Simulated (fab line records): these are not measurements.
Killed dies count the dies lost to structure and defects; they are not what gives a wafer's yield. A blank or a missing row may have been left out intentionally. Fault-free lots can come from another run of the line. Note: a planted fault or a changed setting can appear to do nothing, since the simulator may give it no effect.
fab line records || flow sky130
record {"lots": 5, "wafers": 15, "last-day": 50}
route steps=708 shown SONOS_ONO@182 GATE_OXIDE@187 PAD_OPEN@708
lots that met no fault: taken from a fault-free run of the same line
start-h: start of the lot's first displayed wafer, in hours after the record's first day || wait-h: hours from the lot's prior step to this one || " identical to the entry in the row above || L1.1+2: several wafers, shown together as one row || - either no value or no given start || * or withheld: withheld || < > ~ a bound
route shown NAME@n: NAME is a module with steps in the file, n the number in the route of the first one || usual: average and standard deviation across the fault-free wafers || same: alike in all rows || chamber/n: place in a boat || sites: each site's reading || _std_site: their standard deviation || _edge_site: outer sites' mean less inner sites' || radius-mm: for every site, how far away it sits from the centre of the wafer || mask NAME#n: copy n || behind: the most recent tool/chamber to have shaped the wafer || hold: what put the lot on hold/how long, in hours/how the hold closed || device: which transistor (n, p or np) failed to switch || end of line: the same wafers' tests at the end of the route || a step given without rows: its recipe and nothing more || killed: not the wafer's yield, but the dies lost to structure and defects at the first sort || map: the dies of a wafer, with x for killed, . for not killed, _ for no die there
set.NAME: the setting as run; set.NAME@STEP: as run at that earlier step || model.NAME: the simulator's own value behind a step, which no gauge read
lots at some steps of the route; a table a step, a row a wafer
services: the hour from which a tool's chamber was out of use, counted from the record's first day as start-h (under 0 if before that day), plus the number of hours and why
## steps
# step SKY_SONOS_ONO_OVL_MEAS_14
# usual {"SONOS_ONO_OVL": "-0.1/1.4"}
{"lot.wafer": "L116.2", "tool": "overlay-01", "chamber": "-", "start-h": 304.21, "wait-h": 0.1, "SONOS_ONO_OVL[nm]": -0.8}
{"lot.wafer": "L116.3", "tool": "overlay-01", "chamber": "-", "start-h": 304.21, "wait-h": 0.1, "SONOS_ONO_OVL[nm]": -0.4}
{"lot.wafer": "L116.5", "tool": "overlay-01", "chamber": "-", "start-h": 304.21, "wait-h": 0.1, "SONOS_ONO_OVL[nm]": 0.9}
{"lot.wafer": "L119.4", "tool": "overlay-01", "chamber": "-", "start-h": 323.27, "wait-h": 0.1, "SONOS_ONO_OVL[nm]": 0.4}
{"lot.wafer": "L119.5", "tool": "overlay-01", "chamber": "-", "start-h": 323.27, "wait-h": 0.1, "SONOS_ONO_OVL[nm]": 0.5}
{"lot.wafer": "L119.6", "tool": "overlay-01", "chamber": "-", "start-h": 323.27, "wait-h": 0.1, "SONOS_ONO_OVL[nm]": 0.6}
{"lot.wafer": "L125.2", "tool": "overlay-01", "chamber": "-", "start-h": 358.36, "wait-h": 0.1, "SONOS_ONO_OVL[nm]": -0.1}
{"lot.wafer": "L125.3", "tool": "overlay-01", "chamber": "-", "start-h": 358.36, "wait-h": 0.1, "SONOS_ONO_OVL[nm]": 0.5}
{"lot.wafer": "L125.6", "tool": "overlay-01", "chamber": "-", "start-h": 358.36, "wait-h": 0.1, "SONOS_ONO_OVL[nm]": 2.4}
{"lot.wafer": "L136.1", "tool": "overlay-01", "chamber": "-", "start-h": 476.05, "wait-h": 0.1, "SONOS_ONO_OVL[nm]": 0.2}
{"lot.wafer": "L136.4", "tool": "overlay-01", "chamber": "-", "start-h": 476.05, "wait-h": 0.1, "SONOS_ONO_OVL[nm]": 0.6}
{"lot.wafer": "L136.5", "tool": "overlay-01", "chamber": "-", "start-h": 476.05, "wait-h": 0.1, "SONOS_ONO_OVL[nm]": -0.2}
{"lot.wafer": "L137.3", "tool": "overlay-01", "chamber": "-", "start-h": 482.37, "wait-h": 0.1, "SONOS_ONO_OVL[nm]": 0.1}
{"lot.wafer": "L137.5", "tool": "overlay-01", "chamber": "-", "start-h": 482.37, "wait-h": 0.1, "SONOS_ONO_OVL[nm]": 2.0}
{"lot.wafer": "L137.6", "tool": "overlay-01", "chamber": "-", "start-h": 482.37, "wait-h": 0.1, "SONOS_ONO_OVL[nm]": 2.8}
# step SKY_SONOS_ONO_ETCH_15
# recipe {"target-depth-nm": 19.52, "chemistry": "CHF3/O2", "source-w": 600, "bias-w": 200, "pressure-mtorr": 40, "chf3-flow-sccm": 50, "O2_flow_sccm": 5, "time-s": 7.8}
# usual {"bias-w": "200.0/0.55", "drypump-motor-current-A": "5.5/0.45", "oes-product-au": "1.003/0.0093", "throttle-valve-pct": "8.825/0.0089"}
{"lot.wafer": "L116.2", "tool": "rie-diel-04", "chamber": 1, "start-h": 304.24, "wait-h": 0.0, "bias-w": 199.4, "drypump-motor-current-A": 4.8, "oes-product-au": 1.004, "rf-hours-counter-h": 4, "throttle-valve-pct": 8.830}
{"lot.wafer": "L116.3", "tool": "rie-diel-04", "chamber": 2, "start-h": 304.24, "wait-h": 0.0, "bias-w": 200.9, "drypump-motor-current-A": 5.8, "oes-product-au": 1.011, "rf-hours-counter-h": 54, "throttle-valve-pct": 8.830}
{"lot.wafer": "L116.5", "tool": "rie-diel-04", "chamber": 3, "start-h": 304.24, "wait-h": 0.0, "bias-w": 200.2, "drypump-motor-current-A": 6.2, "oes-product-au": 0.996, "rf-hours-counter-h": "-", "throttle-valve-pct": 8.811}
{"lot.wafer": "L119.4", "tool": "rie-diel-01", "chamber": 1, "start-h": 323.29, "wait-h": 0.0, "bias-w": 201.1, "drypump-motor-current-A": 5.1, "oes-product-au": 0.988, "rf-hours-counter-h": 32, "throttle-valve-pct": 8.829}
{"lot.wafer": "L119.5", "tool": "rie-diel-01", "chamber": 2, "start-h": 323.29, "wait-h": 0.0, "bias-w": 201.0, "drypump-motor-current-A": 5.8, "oes-product-au": 1.006, "rf-hours-counter-h": "-", "throttle-valve-pct": 8.848}
{"lot.wafer": "L119.6", "tool": "rie-diel-01", "chamber": 3, "start-h": 323.29, "wait-h": 0.0, "bias-w": 200.1, "drypump-motor-current-A": 5.9, "oes-product-au": 0.995, "rf-hours-counter-h": "-", "throttle-valve-pct": 8.815}
{"lot.wafer": "L125.2", "tool": "rie-diel-03", "chamber": 3, "start-h": 358.39, "wait-h": 0.0, "bias-w": 200.4, "drypump-motor-current-A": 5.3, "oes-product-au": 0.987, "rf-hours-counter-h": 5, "throttle-valve-pct": 8.827}
{"lot.wafer": "L125.3", "tool": "rie-diel-03", "chamber": 2, "start-h": 358.39, "wait-h": 0.0, "bias-w": 200.2, "drypump-motor-current-A": 5.1, "oes-product-au": 1.007, "rf-hours-counter-h": 15, "throttle-valve-pct": 8.826}
{"lot.wafer": "L125.6", "tool": "rie-diel-03", "chamber": 2, "start-h": 358.39, "wait-h": 0.0, "bias-w": 199.6, "drypump-motor-current-A": 5.1, "oes-product-au": 1.005, "rf-hours-counter-h": "-", "throttle-valve-pct": 8.842}
{"lot.wafer": "L136.1", "tool": "rie-diel-01", "chamber": 3, "start-h": 476.09, "wait-h": 0.0, "bias-w": 200.7, "drypump-motor-current-A": 5.8, "oes-product-au": 1.006, "rf-hours-counter-h": 6, "throttle-valve-pct": 8.814}
{"lot.wafer": "L136.4", "tool": "rie-diel-01", "chamber": 1, "start-h": 476.09, "wait-h": 0.0, "bias-w": 200.4, "drypump-motor-current-A": 5.0, "oes-product-au": 1.014, "rf-hours-counter-h": 36, "throttle-valve-pct": 8.824}
{"lot.wafer": "L136.5", "tool": "rie-diel-01", "chamber": 3, "start-h": 476.09, "wait-h": 0.0, "bias-w": 199.4, "drypump-motor-current-A": 5.8, "oes-product-au": 1.005, "rf-hours-counter-h": "-", "throttle-valve-pct": 8.831}
{"lot.wafer": "L137.3", "tool": "rie-diel-03", "chamber": 0, "start-h": 482.40, "wait-h": 0.0, "bias-w": 199.5, "drypump-motor-current-A": 4.8, "oes-product-au": 0.993, "rf-hours-counter-h": 72, "throttle-valve-pct": 8.823}
{"lot.wafer": "L137.5", "tool": "rie-diel-03", "chamber": 0, "start-h": 482.40, "wait-h": 0.0, "bias-w": 199.9, "drypump-motor-current-A": 4.9, "oes-product-au": 0.996, "rf-hours-counter-h": "-", "throttle-valve-pct": 8.828}
{"lot.wafer": "L137.6", "tool": "rie-diel-03", "chamber": 3, "start-h": 482.40, "wait-h": 0.0, "bias-w": 199.8, "drypump-motor-current-A": 5.3, "oes-product-au": 0.990, "rf-hours-counter-h": "-", "throttle-valve-pct": 8.815}
# step SKY_SONOS_ONO_WET_ETCH_16
# recipe {"chemistry": "dHF", "target-depth-nm": 14, "dry": "n2-spin", "target": "SiO2", "dilution": "100:1", "temp-c": 25, "time-s": 280}
# step SKY_SONOS_ONO_STRIP_17
# recipe {"chemistry": "O2/N2", "power-w": 1400, "pressure-mtorr": 1500, "platen-temp-c": "withheld", "o2-flow-sccm": 3000, "n2-flow-sccm": 300, "overash-fraction": 0.5}
# usual {"drypump-motor-current-A": "5.9/0.31", "oes-product-au": "0.710/0.004", "strip-time-to-endpoint-s": "14.12/0.04"}
{"lot.wafer": "L116.2", "tool": "plasma-asher-04", "chamber": 0, "start-h": 304.35, "wait-h": 0.0, "drypump-motor-current-A": 5.6, "oes-product-au": 0.705, "rf-hours-counter-h": 18, "strip-time-to-endpoint-s": 14.06}
{"lot.wafer": "L116.3", "tool": "plasma-asher-04", "chamber": 0, "start-h": 304.35, "wait-h": 0.0, "drypump-motor-current-A": 5.5, "oes-product-au": 0.710, "rf-hours-counter-h": "-", "strip-time-to-endpoint-s": 14.13}
{"lot.wafer": "L116.5", "tool": "plasma-asher-04", "chamber": 0, "start-h": 304.35, "wait-h": 0.0, "drypump-motor-current-A": 5.5, "oes-product-au": 0.712, "rf-hours-counter-h": "-", "strip-time-to-endpoint-s": 14.08}
{"lot.wafer": "L119.4", "tool": "plasma-asher-04", "chamber": 1, "start-h": 323.44, "wait-h": 0.0, "drypump-motor-current-A": 6.1, "oes-product-au": 0.710, "rf-hours-counter-h": "-", "strip-time-to-endpoint-s": 14.14}
{"lot.wafer": "L119.5", "tool": "plasma-asher-04", "chamber": 0, "start-h": 323.44, "wait-h": 0.0, "drypump-motor-current-A": 5.6, "oes-product-au": 0.706, "rf-hours-counter-h": "-", "strip-time-to-endpoint-s": 14.15}
{"lot.wafer": "L119.6", "tool": "plasma-asher-04", "chamber": 1, "start-h": 323.44, "wait-h": 0.0, "drypump-motor-current-A": 6.1, "oes-product-au": 0.713, "rf-hours-counter-h": "-", "strip-time-to-endpoint-s": 14.12}
{"lot.wafer": "L125.2", "tool": "plasma-asher-03", "chamber": 1, "start-h": 358.49, "wait-h": 0.0, "drypump-motor-current-A": 5.4, "oes-product-au": 0.714, "rf-hours-counter-h": 67, "strip-time-to-endpoint-s": 14.08}
{"lot.wafer": "L125.3", "tool": "plasma-asher-03", "chamber": 0, "start-h": 358.49, "wait-h": 0.0, "drypump-motor-current-A": 6.1, "oes-product-au": 0.709, "rf-hours-counter-h": "-", "strip-time-to-endpoint-s": 14.04}
{"lot.wafer": "L125.6", "tool": "plasma-asher-03", "chamber": 0, "start-h": 358.49, "wait-h": 0.0, "drypump-motor-current-A": 6.1, "oes-product-au": 0.717, "rf-hours-counter-h": "-", "strip-time-to-endpoint-s": 14.09}
{"lot.wafer": "L136.1", "tool": "plasma-asher-04", "chamber": 0, "start-h": 476.19, "wait-h": 0.0, "drypump-motor-current-A": 5.6, "oes-product-au": 0.711, "rf-hours-counter-h": 36, "strip-time-to-endpoint-s": 14.06}
{"lot.wafer": "L136.4", "tool": "plasma-asher-04", "chamber": 0, "start-h": 476.19, "wait-h": 0.0, "drypump-motor-current-A": 5.6, "oes-product-au": 0.709, "rf-hours-counter-h": "-", "strip-time-to-endpoint-s": 14.15}
{"lot.wafer": "L136.5", "tool": "plasma-asher-04", "chamber": 1, "start-h": 476.19, "wait-h": 0.0, "drypump-motor-current-A": 6.1, "oes-product-au": 0.716, "rf-hours-counter-h": "-", "strip-time-to-endpoint-s": 14.10}
{"lot.wafer": "L137.3", "tool": "plasma-asher-04", "chamber": 0, "start-h": 482.54, "wait-h": 0.0, "drypump-motor-current-A": 5.5, "oes-product-au": 0.712, "rf-hours-counter-h": "-", "strip-time-to-endpoint-s": 14.12}
{"lot.wafer": "L137.5", "tool": "plasma-asher-04", "chamber": 0, "start-h": 482.54, "wait-h": 0.0, "drypump-motor-current-A": 5.6, "oes-product-au": 0.716, "rf-hours-counter-h": "-", "strip-time-to-endpoint-s": 14.09}
{"lot.wafer": "L137.6", "tool": "plasma-asher-04", "chamber": 1, "start-h": 482.54, "wait-h": 0.0, "drypump-motor-current-A": 6.1, "oes-product-au": 0.711, "rf-hours-counter-h": "-", "strip-time-to-endpoint-s": 14.08}
# step SKY_SONOS_ONO_WET_ETCH_18
# recipe {"chemistry": "H3PO4", "target-depth-nm": 15, "target": "Si3N4", "temp-c": 160, "time-s": 172}
# step SKY_GATE_OXIDE_CLEAN_00
# recipe {"chemistry": "SC1/SC2", "mix": "1:4:20", "temp-c": 70, "time-s": 150, "dry": "n2-spin"}
# step SKY_GATE_OXIDE_OXIDATION_01
# recipe {"temp-c": 900, "ambient": "O2", "stabilise-s": 600, "purge-s": 300, "target-thk-a": 102.68, "ox-time-s": 1473}
# step SKY_GATE_OXIDE_THK_MEAS_02
# recipe {"reads": "SiO2_of_GATE_OXIDE_OXIDATION_01"}
# usual {"GATE_OXIDE_OXIDATION_00_THK": "10.34/0.23"}
{"lot.wafer": "L116.2", "tool": "film-metro-02", "chamber": "-", "start-h": 305.97, "wait-h": 0.0, "GATE_OXIDE_OXIDATION_00_THK[nm]": 10.22}
{"lot.wafer": "L116.3", "tool": "film-metro-02", "chamber": "-", "start-h": 305.97, "wait-h": 0.0, "GATE_OXIDE_OXIDATION_00_THK[nm]": 10.34}
{"lot.wafer": "L116.5", "tool": "film-metro-02", "chamber": "-", "start-h": 305.97, "wait-h": 0.0, "GATE_OXIDE_OXIDATION_00_THK[nm]": 10.41}
{"lot.wafer": "L119.4", "tool": "film-metro-02", "chamber": "-", "start-h": 326.48, "wait-h": 0.0, "GATE_OXIDE_OXIDATION_00_THK[nm]": 10.54}
{"lot.wafer": "L119.5", "tool": "film-metro-02", "chamber": "-", "start-h": 326.48, "wait-h": 0.0, "GATE_OXIDE_OXIDATION_00_THK[nm]": 10.52}
{"lot.wafer": "L119.6", "tool": "film-metro-02", "chamber": "-", "start-h": 326.48, "wait-h": 0.0, "GATE_OXIDE_OXIDATION_00_THK[nm]": 10.46}
{"lot.wafer": "L125.2", "tool": "film-metro-02", "chamber": "-", "start-h": 361.11, "wait-h": 0.1, "GATE_OXIDE_OXIDATION_00_THK[nm]": 10.17}
{"lot.wafer": "L125.3", "tool": "film-metro-02", "chamber": "-", "start-h": 361.11, "wait-h": 0.1, "GATE_OXIDE_OXIDATION_00_THK[nm]": 10.16}
{"lot.wafer": "L125.6", "tool": "film-metro-02", "chamber": "-", "start-h": 361.11, "wait-h": 0.1, "GATE_OXIDE_OXIDATION_00_THK[nm]": 10.12}
{"lot.wafer": "L136.1", "tool": "film-metro-01", "chamber": "-", "start-h": 477.81, "wait-h": 0.0, "GATE_OXIDE_OXIDATION_00_THK[nm]": 10.27}
{"lot.wafer": "L136.4", "tool": "film-metro-01", "chamber": "-", "start-h": 477.81, "wait-h": 0.0, "GATE_OXIDE_OXIDATION_00_THK[nm]": 10.53}
{"lot.wafer": "L136.5", "tool": "film-metro-01", "chamber": "-", "start-h": 477.81, "wait-h": 0.0, "GATE_OXIDE_OXIDATION_00_THK[nm]": 10.31}
{"lot.wafer": "L137.3", "tool": "film-metro-04", "chamber": "-", "start-h": 484.14, "wait-h": 0.0, "GATE_OXIDE_OXIDATION_00_THK[nm]": 10.62}
{"lot.wafer": "L137.5", "tool": "film-metro-04", "chamber": "-", "start-h": 484.14, "wait-h": 0.0, "GATE_OXIDE_OXIDATION_00_THK[nm]": 10.41}
{"lot.wafer": "L137.6", "tool": "film-metro-04", "chamber": "-", "start-h": 484.14, "wait-h": 0.0, "GATE_OXIDE_OXIDATION_00_THK[nm]": 10.48}
# step SKY_GATE_OXIDE_DEHYDRATE_03
# recipe {"temp-c": 200, "time-s": 60}
# step SKY_GATE_OXIDE_HMDS_04
# recipe {"prime-time-s": 60, "prime-temp-c": 120}
# step SKY_GATE_OXIDE_COAT_05
# recipe {"resist": "NOVOLAK", "spin-rpm": 3000, "resist-thk-nm": 1140}
# step SKY_GATE_OXIDE_SOFTBAKE_06
# recipe {"temp-c": 90, "time-s": 60, "resist": "NOVOLAK"}
# step SKY_GATE_OXIDE_EXPOSE_07
# recipe {"mask-id": "LVOM", "na": 0.6, "source-shape": "conventional", "sigma-outer": 0.6, "polarization": "unpolarized", "target-cd-nm": 600, "dose-mj": 170}
{"lot.wafer": "L116.2+3+5", "tool": "iline-stepper-02", "chamber": 0, "start-h": 319.43, "wait-h": "-", "mask": "LVOM#0"}
{"lot.wafer": "L119.4+5+6", "tool": "iline-stepper-01", "chamber": 0, "start-h": 339.15, "wait-h": "-", "mask": "LVOM#0"}
{"lot.wafer": "L125.2+3+6", "tool": "iline-stepper-02", "chamber": 0, "start-h": 375.31, "wait-h": "-", "mask": "LVOM_R1#0"}
{"lot.wafer": "L136.1+4+5", "tool": "iline-stepper-01", "chamber": 0, "start-h": 493.42, "wait-h": "-", "mask": "LVOM#0"}
{"lot.wafer": "L137.3+5+6", "tool": "iline-stepper-02", "chamber": 0, "start-h": 498.92, "wait-h": "-", "mask": "LVOM#0"}
# step SKY_GATE_OXIDE_PEB_08
# recipe {"temp-c": "withheld", "time-s": "*", "resist": "NOVOLAK"}
# step SKY_PAD_OPEN_PROBE_99
# usual {"killed_at_M0_to_M3": "43/6.4", "killed_at_M4_up": "3.1/2", "killed-at-contacts": "24/5.2", "killed-at-front-end": "15/4.3", "killed-at-other": "0.2/0.48", "killed-dies": "85/9.7", "killed-open": "47/6.9", "killed-short": "38/6.7"}
# same {"gross-dies": 492, "killed-at-back-side": 0}
{"lot.wafer": "L116.2", "tool": "prober-01", "chamber": "-", "start-h": 1103.95, "wait-h": 0.1, "killed_at_M0_to_M3": 46, "killed_at_M4_up": 3, "killed-at-contacts": 26, "killed-at-front-end": 15, "killed-at-other": 1, "killed-dies": 91, "killed-open": 48, "killed-short": 43}
{"lot.wafer": "L116.3", "tool": "prober-01", "chamber": "-", "start-h": 1104.00, "wait-h": 0.2, "killed_at_M0_to_M3": 43, "killed_at_M4_up": 1, "killed-at-contacts": 25, "killed-at-front-end": 15, "killed-at-other": 1, "killed-dies": 85, "killed-open": 53, "killed-short": 32}
{"lot.wafer": "L116.5", "tool": "prober-01", "chamber": "-", "start-h": 1104.10, "wait-h": 0.2, "killed_at_M0_to_M3": 43, "killed_at_M4_up": 2, "killed-at-contacts": 26, "killed-at-front-end": 25, "killed-at-other": 0, "killed-dies": 96, "killed-open": 51, "killed-short": 45}
{"lot.wafer": "L119.4", "tool": "prober-01", "chamber": "-", "start-h": 1113.64, "wait-h": 0.2, "killed_at_M0_to_M3": 54, "killed_at_M4_up": 1, "killed-at-contacts": 20, "killed-at-front-end": 17, "killed-at-other": 0, "killed-dies": 92, "killed-open": 59, "killed-short": 33}
{"lot.wafer": "L119.5", "tool": "prober-01", "chamber": "-", "start-h": 1113.69, "wait-h": 0.2, "killed_at_M0_to_M3": 37, "killed_at_M4_up": 4, "killed-at-contacts": 28, "killed-at-front-end": 17, "killed-at-other": 0, "killed-dies": 86, "killed-open": 49, "killed-short": 37}
{"lot.wafer": "L119.6", "tool": "prober-01", "chamber": "-", "start-h": 1113.74, "wait-h": 0.2, "killed_at_M0_to_M3": 36, "killed_at_M4_up": 3, "killed-at-contacts": 31, "killed-at-front-end": 19, "killed-at-other": 0, "killed-dies": 89, "killed-open": 54, "killed-short": 35}
# killed by level:class
L116.2 VIA1:geometric-particle:open=15 CONTACT:geometric-particle:open=9 LI_CONTACT:geometric-particle:open=8 POLY_GATE:geometric-particle:short=6 METAL2:geometric-particle:short=6 METAL1:geometric-particle:short=5 LI_CONTACT:geometric-particle:short=4 VIA2:geometric-particle:short=4
L116.3 VIA1:geometric-particle:open=17 CONTACT:geometric-particle:open=11 LI_CONTACT:geometric-particle:open=6 VIA2:geometric-particle:open=5 VIA3:geometric-particle:open=5 FIELD_ISO:geometric-particle:short=4 CONTACT:geometric-particle:short=4 VIA1:geometric-particle:short=4
L116.5 CONTACT:geometric-particle:open=11 POLY_GATE:geometric-particle:open=10 VIA1:geometric-particle:short=7 VIA3:geometric-particle:open=7 VIA1:geometric-particle:open=7 FIELD_ISO:geometric-particle:short=6 LOCAL_INTERCONNECT:geometric-particle:short=6 METAL1:geometric-particle:short=5
L119.4 VIA1:geometric-particle:open=11 VIA3:geometric-particle:open=11 CONTACT:geometric-particle:open=9 METAL1:geometric-particle:short=7 VIA2:geometric-particle:open=7 FIELD_ISO:geometric-particle:open=6 CONTACT:geometric-particle:short=5 METAL3:geometric-particle:short=5
L119.5 CONTACT:geometric-particle:open=11 LI_CONTACT:geometric-particle:open=8 VIA3:geometric-particle:open=8 POLY_GATE:geometric-particle:open=6 METAL1:geometric-particle:short=6 VIA1:geometric-particle:open=5 CONTACT:geometric-particle:short=4 VIA1:geometric-particle:short=4
L119.6 VIA1:geometric-particle:open=12 LI_CONTACT:geometric-particle:open=10 FIELD_ISO:geometric-particle:open=9 CONTACT:geometric-particle:open=8 LI_CONTACT:geometric-particle:short=4 POLY_GATE:geometric-particle:short=4 LOCAL_INTERCONNECT:geometric-particle:short=4 METAL1:geometric-particle:short=4
## services
{"tool": "rie-diel-01", "chamber": 1, "start-h": 282.25, "hours": 13.5, "kind": "repair"}
{"tool": "rie-diel-04", "chamber": 0, "start-h": 283.82, "hours": 30.2, "kind": "repair"}
{"tool": "rie-diel-04", "chamber": 1, "start-h": 307.39, "hours": 7.7, "kind": "repair"}
{"tool": "plasma-asher-03", "chamber": "-", "start-h": 318.52, "hours": 3.3, "kind": "repair"}
{"tool": "rie-diel-03", "chamber": 2, "start-h": 321.71, "hours": 5.3, "kind": "repair"}
{"tool": "rie-diel-03", "chamber": 2, "start-h": 336.38, "hours": 14.3, "kind": "repair"}
{"tool": "iline-stepper-01", "chamber": "-", "start-h": 341.95, "hours": 1.7, "kind": "pm"}
{"tool": "iline-stepper-01", "chamber": "-", "start-h": 351.97, "hours": 2.1, "kind": "pm"}
{"tool": "rie-diel-04", "chamber": 3, "start-h": 352.95, "hours": 7.4, "kind": "repair"}
{"tool": "iline-stepper-01", "chamber": "-", "start-h": 354.05, "hours": "-", "kind": "consumable-replace:lamp"}
{"tool": "iline-stepper-02", "chamber": "-", "start-h": 356.39, "hours": 1.7, "kind": "pm"}
{"tool": "rie-diel-04", "chamber": 3, "start-h": 366.86, "hours": 6.0, "kind": "repair"}
{"tool": "rie-diel-01", "chamber": 0, "start-h": 372.36, "hours": 3.3, "kind": "repair"}
{"tool": "rie-diel-04", "chamber": 3, "start-h": 414.83, "hours": 3.2, "kind": "repair"}
{"tool": "plasma-asher-03", "chamber": "-", "start-h": 421.25, "hours": 9.0, "kind": "pm"}
{"tool": "plasma-asher-03", "chamber": 0, "start-h": 421.25, "hours": 9.0, "kind": "vent-cycle"}
{"tool": "plasma-asher-03", "chamber": 1, "start-h": 421.25, "hours": 9.0, "kind": "vent-cycle"}
{"tool": "rie-diel-03", "chamber": 2, "start-h": 423.84, "hours": 5.1, "kind": "repair"}
{"tool": "plasma-asher-03", "chamber": 0, "start-h": 430.25, "hours": "-", "kind": "clean"}
{"tool": "plasma-asher-03", "chamber": 1, "start-h": 430.25, "hours": "-", "kind": "clean"}
{"tool": "iline-stepper-01", "chamber": "-", "start-h": 452.74, "hours": 4.4, "kind": "pm"}
{"tool": "iline-stepper-02", "chamber": "-", "start-h": 457.30, "hours": 2.1, "kind": "pm"}
{"tool": "iline-stepper-02", "chamber": "-", "start-h": 459.38, "hours": "-", "kind": "consumable-replace:lamp"}
## key
first-sign {"step": "SKY_GATE_OXIDE_EXPOSE_07", "reading": "mask", "direction": "changed"}
effect none on later readings
met-at SKY_GATE_OXIDE_EXPOSE_07
struck-wafers L125.2,L125.3,L125.6
tester-left-out L125
onset-between 319.43 375.31
fault {"kind": "wrong-mask", "tool": "any", "chamber": "-", "onset-h": 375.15, "steps": "SKY_GATE_OXIDE_EXPOSE_07", "aux-copy": "LVOM_R1#0", "cd-offset-nm": 90, "scope": "struck-lots-only"}
# tester-left-out: of these lots the tester's yield and bins aren't shown, on N5 and GAA mostly nor the transistor test; their killed dies are dies lost to structure and defects alone, not to doping, threshold or leakage, so they don't give the yield
